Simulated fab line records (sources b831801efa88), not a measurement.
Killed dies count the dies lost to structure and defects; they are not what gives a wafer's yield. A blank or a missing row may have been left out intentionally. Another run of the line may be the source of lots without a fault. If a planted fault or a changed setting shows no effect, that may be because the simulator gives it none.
fab line records	flow gf180mcu
[record] lots = 6	wafers = 18	lastDay = 34
route steps=602 shown HV_LDD@229 NSD@235
lots that met no fault: taken from a fault-free run of the same line
startH: the number of hours between the record's first day and the start of the first shown wafer of the lot	waitH: hours from the lot's prior step to this one	" repeats the value in the row above	L1.1+2: a single row standing in for several wafers	- no value, or no start was given	* or withheld: withheld	< > ~ a bound
route shown NAME@n: a module of which the file shows steps, and the number in the route of the first	usual: mean and standard deviation over wafers with no fault	same: alike in all rows	chamber/n: place in a boat	sites: each site's reading	_std_site: standard deviation of those values	_edge_site: the outer-site mean with the inner-site mean subtracted	radiusMm: for every site, how far away it sits from the centre of the wafer	mask NAME#n: copy n	behind: the last tool/chamber to shape the wafer	hold: cause of the lot's hold/its duration in hours/its outcome	device: whichever transistor did not switch (one of n, p or np)	end of line: the tests these same wafers got at the end of their route	for a step that has no rows: nothing shown but its recipe	killed: not the wafer's yield, but the dies lost to structure and defects at the first sort	map: a wafer's dies, marking killed ones x, the rest . and places with no die _
set.NAME: the setting the step ran with; set.NAME@STEP: the setting that earlier step ran with	model.NAME: the simulator's own value behind a step, which no gauge read
certain route steps with their lots: each step a table, each wafer a row
services: the hour from which a tool's chamber was out of use, counted from the record's first day as startH (under 0 if before that day), plus the number of hours and why
[[steps]]
[step GF_HV_LDD_RS_MEAS_53]
[recipe] thkMeasGauge = four-point-probe
[usual] HV_LDD_RS = 418.4/0.9
lot.wafer	tool	chamber	startH	waitH	HV_LDD_RS[ohm/sq]
L666.1	filmMetro-04	-	301.89	0.1	416.1
L666.2	"	-	"	"	416.6
L666.4	"	-	"	"	417.4
L675.1	filmMetro-04	-	381.67	0.1	418.7
L675.3	"	-	"	"	418.8
L675.6	"	-	"	"	417.8
L681.1	filmMetro-03	-	426.61	0.1	417.7
L681.2	"	-	"	"	418.3
L681.5	"	-	"	"	418.5
L682.1	filmMetro-03	-	431.88	0.1	418.0
L682.5	"	-	"	"	418.8
L682.6	"	-	"	"	416.7
L684.2	filmMetro-03	-	451.63	0.1	417.3
L684.4	"	-	"	"	417.6
L684.5	"	-	"	"	417.5
L685.1	filmMetro-04	-	464.41	0.1	419.2
L685.2	"	-	"	"	417.6
L685.6	"	-	"	"	420.4
[step GF_HV_LDD_CVD_54]
[recipe] material = SiO2	targetThkNm = 10	precursor = TEOS	tempC = 680	timeS = 75	pressureMtorr = 400
[step GF_HV_LDD_THK_MEAS_55]
[recipe] reads = SiO2_of_HV_LDD_CVD_54
[usual] HV_LDD_CVD_54_THK = 10.01/0.12
lot.wafer	tool	chamber	startH	waitH	HV_LDD_CVD_54_THK[nm]
L666.1	filmMetro-01	-	303.54	0.0	10.14
L666.2	"	-	"	"	10.12
L666.4	"	-	"	"	10.04
L675.1	filmMetro-01	-	382.83	0.0	9.90
L675.3	"	-	"	"	9.89
L675.6	"	-	"	"	9.83
L681.1	filmMetro-04	-	427.75	0.0	9.93
L681.2	"	-	"	"	10.10
L681.5	"	-	"	"	10.03
L682.1	filmMetro-04	-	433.91	0.0	10.05
L682.5	"	-	"	"	10.14
L682.6	"	-	"	"	10.10
L684.2	filmMetro-04	-	452.76	0.0	10.04
L684.4	"	-	"	"	9.99
L684.5	"	-	"	"	10.12
L685.1	filmMetro-03	-	465.55	0.0	10.26
L685.2	"	-	"	"	10.12
L685.6	"	-	"	"	10.28
[step GF_HV_LDD_CVD_56]
[recipe] material = Si3N4	precursor = DCS/NH3	targetThkNm = 90	tempC = 770	timeS = 1543	pressureMtorr = 250
[step GF_HV_LDD_THK_MEAS_57]
[recipe] reads = Si3N4_of_HV_LDD_CVD_56
[usual] HV_LDD_CVD_56_THK = 90.4/0.76
lot.wafer	tool	chamber	startH	waitH	HV_LDD_CVD_56_THK[nm]
L666.1	filmMetro-01	-	305.03	0.0	89.1
L666.2	"	-	"	"	89.2
L666.4	"	-	"	"	89.6
L675.1	filmMetro-03	-	384.32	0.0	90.3
L675.3	"	-	"	"	90.5
L675.6	"	-	"	"	90.5
L681.1	filmMetro-03	-	429.24	0.0	90.6
L681.2	"	-	"	"	90.3
L681.5	"	-	"	"	90.0
L682.1	filmMetro-03	-	435.40	0.0	89.3
L682.5	"	-	"	"	89.6
L682.6	"	-	"	"	89.9
L684.2	filmMetro-04	-	455.21	0.0	90.7
L684.4	"	-	"	"	90.4
L684.5	"	-	"	"	90.6
L685.1	filmMetro-04	-	467.04	0.0	91.5
L685.2	"	-	"	"	91.5
L685.6	"	-	"	"	91.2
[step GF_HV_LDD_ETCHBACK_58]
[recipe] chemistry = CH3F/O2	target = Si3N4	stopOn = SiO2	sourceW = 400	biasW = 80	pressureMtorr = 25	ch3fFlowSccm = 40	O2_flow_sccm = 30	timeS = 100	targetDepthA = 900
[usual] biasW = 80.01/0.24	drypumpMotorCurrentA = 5.6/0.39	oesProductAu = 0.846/0.0062	throttleValvePct = 10.561/0.0094
lot.wafer	tool	chamber	startH	waitH	biasW	drypumpMotorCurrentA	oesProductAu	rfHoursCounterH	throttleValvePct
L666.1	rieDiel-02	2	305.09	0.1	79.59	5.4	0.842	86	10.570
L666.2	"	1	"	"	79.83	5.5	0.841	127	10.575
L666.4	"	1	"	"	80.11	5.5	0.855	-	10.553
L675.1	rieDiel-02	3	384.38	0.1	80.08	6.6	0.839	2	10.544
L675.3	"	2	"	"	80.21	5.4	0.847	88	10.524
L675.6	"	2	"	"	80.43	5.4	0.856	-	10.559
L681.1	rieDiel-04	3	429.30	0.1	80.09	5.7	0.839	103	10.560
L681.2	"	2	"	"	80.40	5.7	0.847	0	10.546
L681.5	"	1	"	"	80.13	5.6	0.845	-	10.552
L682.1	rieDiel-04	2	435.46	0.1	80.42	5.7	0.842	0	10.557
L682.5	"	0	"	"	79.80	5.3	0.837	-	10.561
L682.6	"	3	"	"	80.20	5.6	0.849	-	10.563
L684.2	rieDiel-03	2	455.26	0.0	80.34	5.8	0.852	22	10.568
L684.4	"	3	"	"	80.00	5.7	0.853	-	10.566
L684.5	"	0	"	"	80.18	5.8	0.846	-	10.546
L685.1	rieDiel-03	1	467.10	0.1	80.03	4.9	0.862	28	10.559
L685.2	"	3	"	"	79.95	5.7	0.853	16	10.574
L685.6	"	1	"	"	79.49	5.0	0.854	-	10.547
[step GF_NSD_DEHYDRATE_00]
[recipe] tempC = 200	timeS = 60
[step GF_NSD_HMDS_01]
[recipe] primeTimeS = 60	primeTempC = 120
[step GF_NSD_COAT_02]
[recipe] resist = NOVOLAK	spinRpm = 3000	resistThkNm = 1000
[step GF_NSD_SOFTBAKE_03]
[recipe] tempC = 90	timeS = 60	resist = NOVOLAK
[step GF_NSD_EXPOSE_04]
[recipe] maskId = Nplus	targetCdNm = 400	na = 0.6	sourceShape = conventional	sigmaOuter = 0.6	doseMj = 140
[step GF_NSD_PEB_05]
[recipe] tempC = withheld	timeS = *	resist = NOVOLAK
[step GF_NSD_DEVELOP_06]
[recipe] developTimeS = 60	devTempC = 23
[usual] chillPlateTempC = 22.99/0.1	developTimeS = 60/0
lot.wafer	tool	chamber	startH	waitH	chillPlateTempC	developTimeS
L666.1	lithoTrack-01	0	325.41	0.1	23.09	60
L666.2	"	0	"	"	22.83	60
L666.4	"	0	"	"	22.99	60
L675.1	lithoTrack-04	0	406.69	0.1	22.94	60
L675.3	"	0	"	"	22.82	60
L675.6	"	0	"	"	22.93	60
L681.1	lithoTrack-01	-	453.80	0.1	-	-
L681.2	"	-	"	"	-	-
L681.5	"	-	"	"	-	-
L682.1	lithoTrack-01	-	459.60	0.1	-	-
L682.5	"	-	"	"	-	-
L682.6	"	-	"	"	-	-
L684.2	lithoTrack-03	0	479.57	0.1	22.97	60
L684.4	"	0	"	"	22.83	60
L684.5	"	0	"	"	22.91	60
L685.1	lithoTrack-03	0	490.54	0.1	23.03	60
L685.2	"	0	"	"	23.08	60
L685.6	"	0	"	"	23.06	60
[step GF_NSD_CD_MEAS_07]
[recipe] targetCdNm = 400
[usual] cdNm = 400.6/2.2
lot.wafer	tool	chamber	startH	waitH	cdNm
L666.1	cdSem-02	-	325.56	0.1	399.9
L666.2	"	-	"	"	400.1
L666.4	"	-	"	"	400.1
L675.1	cdSem-01	-	406.84	0.1	401.8
L675.3	"	-	"	"	397.6
L675.6	"	-	"	"	399.3
L681.1	cdSem-02	-	453.95	0.1	-
L681.2	"	-	"	"	-
L681.5	"	-	"	"	-
L682.1	cdSem-01	-	459.75	0.1	-
L682.5	"	-	"	"	-
L682.6	"	-	"	"	-
L684.2	cdSem-01	-	479.74	0.1	402.9
L684.4	"	-	"	"	401.0
L684.5	"	-	"	"	402.1
L685.1	cdSem-02	-	490.69	0.1	404.2
L685.2	"	-	"	"	404.5
L685.6	"	-	"	"	403.1
[[services]]
tool	chamber	startH	hours	kind
rieDiel-02	3	291.79	-	clean
rieDiel-02	3	291.79	18.9	scheduledDown
rieDiel-02	3	291.79	18.9	ventCycle
rieDiel-03	0	306.52	5.0	repair
rieDiel-02	1	316.60	-	clean
rieDiel-02	1	316.60	17.3	scheduledDown
rieDiel-02	1	316.60	17.3	ventCycle
rieDiel-03	-	321.02	0.9	repair
rieDiel-03	2	347.74	3.1	repair
rieDiel-04	2	351.80	3.2	repair
rieDiel-04	0	354.47	18.6	repair
rieDiel-02	3	356.18	6.9	repair
rieDiel-02	-	375.73	0.9	repair
rieDiel-03	0	381.19	1.5	repair
rieDiel-04	2	385.13	-	clean
rieDiel-04	2	385.13	22.4	scheduledDown
rieDiel-04	2	385.13	22.4	ventCycle
rieDiel-04	-	395.45	14.6	pm
rieDiel-03	-	419.70	1.0	repair
rieDiel-03	1	446.61	9.8	repair
rieDiel-04	0	458.27	-	clean
rieDiel-04	0	458.27	21.9	scheduledDown
rieDiel-04	0	458.27	21.9	ventCycle
rieDiel-04	3	480.13	-	clean
[[key]]
[firstSign] step = GF_NSD_DEVELOP_06	reading = toolRecord	direction = missing
effect none on later readings
metAt GF_NSD_DEVELOP_06
struckWafers L681.1,L681.2,L681.5,L682.1,L682.5,L682.6
sortLeftOut L681.1,L681.2,L681.5,L682.1,L682.5,L682.6
testerLeftOut L681,L682
onsetBetween 325.41 453.80
[fault] kind = skippedStepWhole	tool = lithoTrack-01	chamber = -	onsetH = 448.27	steps = GF_NSD_DEVELOP_06	scope = struckLotsOnly
// testerLeftOut: of these lots the tester's yield and bins aren't shown, on N5 and GAA mostly nor the transistor test; their killed dies are dies lost to structure and defects alone, not to doping, threshold or leakage, so they don't give the yield
// sortLeftOut: the simulated sort isn't trusted on such a fault, so these wafers' sort isn't shown, and their yield isn't known
